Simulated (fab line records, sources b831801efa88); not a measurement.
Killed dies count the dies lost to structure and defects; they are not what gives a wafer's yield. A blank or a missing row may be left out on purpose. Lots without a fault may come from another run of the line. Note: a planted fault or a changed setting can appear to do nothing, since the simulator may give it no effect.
Matching of chambers :: flow gf180mcu :: rieSi-01 running GF_POLY_GATE_ETCH_13: 4 sister chambers
The step etches poly-Si in HBr/Cl2, stops on SiO2, target depth 198.5 nm, time 69.6 s. 16 wafers are shown with their chamber, then 8 later ones without.

== WAFERS WITH THEIR CHAMBER ==
wafer: L319.1
chamber: 3
drypumpMotorCurrentA (A): 5.95
rfFwdPowerW (W): 398.3
oesProductAu (a.u.): 0.983

wafer: L319.5
chamber: 0
drypumpMotorCurrentA (A): 5.86
rfFwdPowerW (W): 394.7
oesProductAu (a.u.): 0.992

wafer: L319.6
chamber: 1
drypumpMotorCurrentA (A): 5.74
rfFwdPowerW (W): 398.8
oesProductAu (a.u.): 0.995

wafer: L321.1
chamber: 2
drypumpMotorCurrentA (A): 6.11
rfFwdPowerW (W): 396.6
oesProductAu (a.u.): 0.997

wafer: L321.3
chamber: 1
drypumpMotorCurrentA (A): 5.77
rfFwdPowerW (W): 399.0
oesProductAu (a.u.): 0.986

wafer: L321.4
chamber: 3
drypumpMotorCurrentA (A): 5.95
rfFwdPowerW (W): 398.1
oesProductAu (a.u.): 0.982

wafer: L332.1
chamber: 2
drypumpMotorCurrentA (A): 6.09
rfFwdPowerW (W): 397.3
oesProductAu (a.u.): 1.005

wafer: L332.2
chamber: 0
drypumpMotorCurrentA (A): 5.85
rfFwdPowerW (W): 394.0
oesProductAu (a.u.): 0.999

wafer: L332.5
chamber: 0
drypumpMotorCurrentA (A): 5.84
rfFwdPowerW (W): 394.6
oesProductAu (a.u.): 1.012

wafer: L334.4
chamber: 2
drypumpMotorCurrentA (A): 6.11
rfFwdPowerW (W): 396.5
oesProductAu (a.u.): 1.003

wafer: L334.5
chamber: 3
drypumpMotorCurrentA (A): 5.97
rfFwdPowerW (W): 398.7
oesProductAu (a.u.): 0.991

wafer: L334.6
chamber: 1
drypumpMotorCurrentA (A): 5.75
rfFwdPowerW (W): 398.1
oesProductAu (a.u.): 0.989

wafer: L335.2
chamber: 2
drypumpMotorCurrentA (A): 6.11
rfFwdPowerW (W): 396.0
oesProductAu (a.u.): 0.999

wafer: L335.3
chamber: 0
drypumpMotorCurrentA (A): 5.79
rfFwdPowerW (W): 393.5
oesProductAu (a.u.): 0.990

wafer: L335.6
chamber: 3
drypumpMotorCurrentA (A): 5.93
rfFwdPowerW (W): 397.9
oesProductAu (a.u.): 0.990

wafer: L336.3
chamber: 3
drypumpMotorCurrentA (A): 5.93
rfFwdPowerW (W): 397.6
oesProductAu (a.u.): 0.978

SIGNATURES, as means of the wafers listed above
reading: drypumpMotorCurrentA
chamber 0: 5.8350
chamber 1: 5.7533
chamber 2: 6.1050
chamber 3: 5.9460
scatter within a chamber: 0.02

reading: rfFwdPowerW
chamber 0: 394.200
chamber 1: 398.633
chamber 2: 396.600
chamber 3: 398.120
scatter within a chamber: 0.495

reading: oesProductAu
chamber 0: 0.99825
chamber 1: 0.99000
chamber 2: 1.00100
chamber 3: 0.98480
scatter within a chamber: 0.00646
Rule: for a wafer and a chamber, the distance is found by dividing, reading by reading, the gap between the wafer's reading and the chamber's mean by the reading's scatter, squaring, summing and taking the root. If the next closest chamber is less than 2 further off than the closest, the wafer can't be placed; otherwise it belongs to the closest. The scatter: take each reading less its chamber's mean, square it, sum over the shown wafers, divide by the number of wafers less the number of chambers, and take the root.

== WAFERS WHOSE CHAMBER IS MISSING ==
wafer: L336.4
drypumpMotorCurrentA (A): 5.80
rfFwdPowerW (W): 395.0
oesProductAu (a.u.): 0.990

wafer: L336.6
drypumpMotorCurrentA (A): 6.14
rfFwdPowerW (W): 396.5
oesProductAu (a.u.): 1.007

wafer: L338.3
drypumpMotorCurrentA (A): 6.10
rfFwdPowerW (W): 392.7
oesProductAu (a.u.): 0.995

wafer: L338.4
drypumpMotorCurrentA (A): 5.94
rfFwdPowerW (W): 398.8
oesProductAu (a.u.): 0.992

wafer: L338.5
drypumpMotorCurrentA (A): 5.86
rfFwdPowerW (W): 395.4
oesProductAu (a.u.): 0.990

wafer: L340.2
drypumpMotorCurrentA (A): 5.84
rfFwdPowerW (W): 394.4
oesProductAu (a.u.): 0.980

wafer: L340.4
drypumpMotorCurrentA (A): 5.94
rfFwdPowerW (W): 400.2
oesProductAu (a.u.): 0.979

wafer: L340.6
drypumpMotorCurrentA (A): 6.11
rfFwdPowerW (W): 399.7
oesProductAu (a.u.): 0.991

== WHICH CHAMBER EACH ONE RAN IN ==
wafer: L336.4
from the rows above: 0
in truth: 0

wafer: L336.6
from the rows above: 2
in truth: 2

wafer: L338.3
from the rows above: 2
in truth: 2

wafer: L338.4
from the rows above: 3
in truth: 3

wafer: L338.5
from the rows above: 0
in truth: 0

wafer: L340.2
from the rows above: 0
in truth: 0

wafer: L340.4
from the rows above: 3
in truth: 3

wafer: L340.6
from the rows above: 2
in truth: 2
Correct placement for 8 of the 8. Can't be placed from these rows: 0. Wrongly placed: 0.
